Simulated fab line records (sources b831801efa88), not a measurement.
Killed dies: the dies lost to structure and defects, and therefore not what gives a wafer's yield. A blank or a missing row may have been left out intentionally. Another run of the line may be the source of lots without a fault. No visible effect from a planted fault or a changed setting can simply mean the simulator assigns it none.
The tool behind it: which one? / flow gf180mcu / Sampling: 11 lots, 31 wafers, 3 of 602 route steps

WHAT THE GAUGES SHOWED, per wafer
GF_V5_THK_MEAS_01.
lot=L640; measured=day 26 09:18; on=filmMetro-04; V5_CVD_00_THK (nm)=307 298 299
lot=L641; measured=day 26 19:22; on=filmMetro-03; V5_CVD_00_THK (nm)=295 297 296
lot=L642; measured=day 27 00:31; on=filmMetro-03; V5_CVD_00_THK (nm)=301 297 297
lot=L644; measured=day 28 01:35; on=filmMetro-01; V5_CVD_00_THK (nm)=360
lot=L649; measured=day 29 02:06; on=filmMetro-04; V5_CVD_00_THK (nm)=302 298 299
lot=L652; measured=day 30 06:37; on=filmMetro-03; V5_CVD_00_THK (nm)=300 302 296
lot=L653; measured=day 30 15:01; on=filmMetro-01; V5_CVD_00_THK (nm)=306 302 296
lot=L655; measured=day 31 05:21; on=filmMetro-01; V5_CVD_00_THK (nm)=302 303 306
lot=L656; measured=day 31 12:07; on=filmMetro-03; V5_CVD_00_THK (nm)=295 300 301
lot=L660; measured=day 32 08:35; on=filmMetro-01; V5_CVD_00_THK (nm)=302 302 297
lot=L663; measured=day 33 00:56; on=filmMetro-04; V5_CVD_00_THK (nm)=301 301 305

EACH LOT AND THE TOOL THAT RAN IT (in order: tool; ch and the chambers of the sampled wafers; start)
lot=L640; GF_M5_ETCH_09=rieDiel-02 ch 0,2,3, day 26 08:31; GF_V5_CVD_00=hdpcvd-02 ch 0,1,2, day 26 09:14
lot=L641; GF_M5_ETCH_09=rieDiel-02 ch 0,1,2, day 26 18:37; GF_V5_CVD_00=hdpcvd-01 ch 0,1, day 26 19:19
lot=L642; GF_M5_ETCH_09=rieDiel-02 ch 0,2, day 26 23:46; GF_V5_CVD_00=hdpcvd-01 ch 0,1,2, day 27 00:27
lot=L644; GF_M5_ETCH_09=rieDiel-02 ch 1, day 28 00:49; GF_V5_CVD_00=hdpcvd-02 ch 0, day 28 01:31
lot=L649; GF_M5_ETCH_09=rieDiel-02 ch 1,2, day 29 01:22; GF_V5_CVD_00=hdpcvd-01 ch 0,2, day 29 02:04
lot=L652; GF_M5_ETCH_09=rieDiel-01 ch 1,2, day 30 05:52; GF_V5_CVD_00=hdpcvd-01 ch 0,1,2, day 30 06:33
lot=L653; GF_M5_ETCH_09=rieDiel-04 ch 0,1,3, day 30 14:17; GF_V5_CVD_00=hdpcvd-01 ch 0,1, day 30 14:57
lot=L655; GF_M5_ETCH_09=rieDiel-01 ch 1,2,3, day 31 04:37; GF_V5_CVD_00=hdpcvd-01 ch 0,1,2, day 31 05:18
lot=L656; GF_M5_ETCH_09=rieDiel-02 ch 0,1, day 31 11:20; GF_V5_CVD_00=hdpcvd-01 ch 0,1,2, day 31 12:02
lot=L660; GF_M5_ETCH_09=rieDiel-01 ch 1,2,3, day 32 07:41; GF_V5_CVD_00=hdpcvd-01 ch 0,1, day 32 08:32
lot=L663; GF_M5_ETCH_09=rieDiel-04 ch 2,3, day 33 00:10; GF_V5_CVD_00=hdpcvd-01 ch 1,2, day 33 00:52
- GF_M5_ETCH_09: etches Si3N4 in CF4/O2, target depth 52 nm, time 11.6 s.
- GF_V5_CVD_00: deposits SiO2, target thk 300 nm, time 50 s.

THE ANSWER, worked out from the rows above alone
Rule: the usual values come from the lots themselves. Put in order of their means at a reading, lots are off if they are a third of the lots or fewer, leave a main group of 4 or more, and stand apart from it by a gap of 3 or more times the standard deviation of the main group's means; of several such gaps the widest counts. A main group is skipped when, at the precision printed for the reading in the tables above, its means are all equal. A lot without any number at a reading at which 4 lots or more have one is off too. Any other lot the step has rows for is counted as sound.
Off: at GF_V5_THK_MEAS_01 (V5_CVD_00_THK), L644. The main group: mean 300 nm, standard deviation 2.1.
A tool fits if, at a process step before that reading, it ran every lot that is off, and no sound lot after the first of them. The gauges at GF_V5_THK_MEAS_01 are tried like those tools. One fits: GF_V5_CVD_00 on hdpcvd-02. Its last sound lot is L640 (day 26 09:14), its first lot that is off L644 (day 28 01:31): a fault that began between those two fits.

WHAT THE SIMULATOR PUT IN
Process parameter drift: hdpcvd-02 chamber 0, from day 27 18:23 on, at GF_V5_CVD_00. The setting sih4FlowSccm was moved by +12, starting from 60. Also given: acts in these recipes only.
Shown lots that were struck: L644. The rule given above showed the same thing.
